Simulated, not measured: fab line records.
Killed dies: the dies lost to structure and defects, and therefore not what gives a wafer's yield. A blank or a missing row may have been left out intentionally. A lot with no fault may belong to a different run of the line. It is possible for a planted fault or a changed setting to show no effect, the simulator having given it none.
Problem report, 8D (eight disciplines) form, completed by code / flow gf180mcu / the parts of the form that need people (team, actions taken, sign-off) are left out

== 1. WHAT IS WRONG ==
Wafers free of any fault read -0.1 nm (standard deviation 1.3) for VT_IMPLANT_02_OVL at GF_VT_IMPLANT_OVL_MEAS_29, against a mean of 204.4 nm on 12 wafers of 4 lots. So: +99 or more standard deviations from the usual mean.
The first sign was on wafer L900.3 at day 10 00:22, on overlay-02. At this step, 42 wafers from 14 lots have a number in the record. The rule behind "out" and "out of limits": a value lying over 4 standard deviations away from the usual mean. All remaining wafers that have a number are taken as sound.

== 2. WHAT IT IS; WHAT IT IS NOT ==
question=which readings at this step | is=VT_IMPLANT_02_OVL | is not=-
question=which lots | is=L900, L901, L904, L905 | is not=L888, L889, L892, L896, L897, L898, L899, L906, L910, L911
question=which wafers of those lots | is=all that have a number | is not=-
question=read on which gauges | is=overlay-01, overlay-02 | is not=-
question=when | is=from day 10 00:22 | is not=up to then (21 sound wafers); but 9 sound wafers of L906, L910, L911 came after

== 3. THE SUSPECTS, EACH WITH WHAT RULES IT OUT ==
Counting: any tool at a process step up to the reading is kept as a suspect provided that every lot that is out went through it and no sound lot did after the first of them.
- the gauge at GF_VT_IMPLANT_OVL_MEAS_29 has been ruled out. 2 gauges (overlay-01, overlay-02) read the wafers that are out.
- iline_stepper-01 at GF_VT_IMPLANT_EXPOSE_26 (exposes mask LVPWELL HV AREA, target cd 860 nm): kept. All lots that are out passed through it, beginning with L900 at day 9 15:56, and no sound lot followed; its final sound lot before that point was L899 at day 9 11:36.
Remaining after the count: iline_stepper-01 at GF_VT_IMPLANT_EXPOSE_26.

== 4. THE CAUSE (what the simulator had put in) ==
Scanner matching overlay: iline_stepper-01, from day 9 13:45 on, at GF_VT_IMPLANT_EXPOSE_26. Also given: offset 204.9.
The count eliminated every tool but this one.

== 5. THE EFFECT CHAIN, in route order ==
One row per reading whose mean, taken over the struck wafers that have a number, lies over 3 standard deviations from the usual. Only readings for which the record gives a usual standard deviation are gone through. hours: the time from each lot's start at the first step in this table that gives one to its start at this step, as a median over the lots. sigmas: the change in usual standard deviations.
hours=0; step=GF_VT_IMPLANT_OVL_MEAS_29; reading=VT_IMPLANT_02_OVL; usual=-0.1 nm; on struck wafers=204.4; change=+204.5; sigmas=+99 or more
Later measuring or inspecting steps at which every struck wafer that the step has a row for has a number for every such reading, and none has moved that far: GF_V2_THK_MEAS_03, GF_V2_CD_MEAS_14.

== 6. HOW IT WOULD HAVE BEEN CAUGHT EARLIER ==
In this record the first reading out of limits at a measuring or inspecting step was taken at day 10 00:22, 11 hours after the fault began at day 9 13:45.
Of the lots that are out (4), L904, L905 began GF_VT_IMPLANT_EXPOSE_26 on iline_stepper-01 after day 10 00:22. A hold on the tool at that time would have spared those 2.
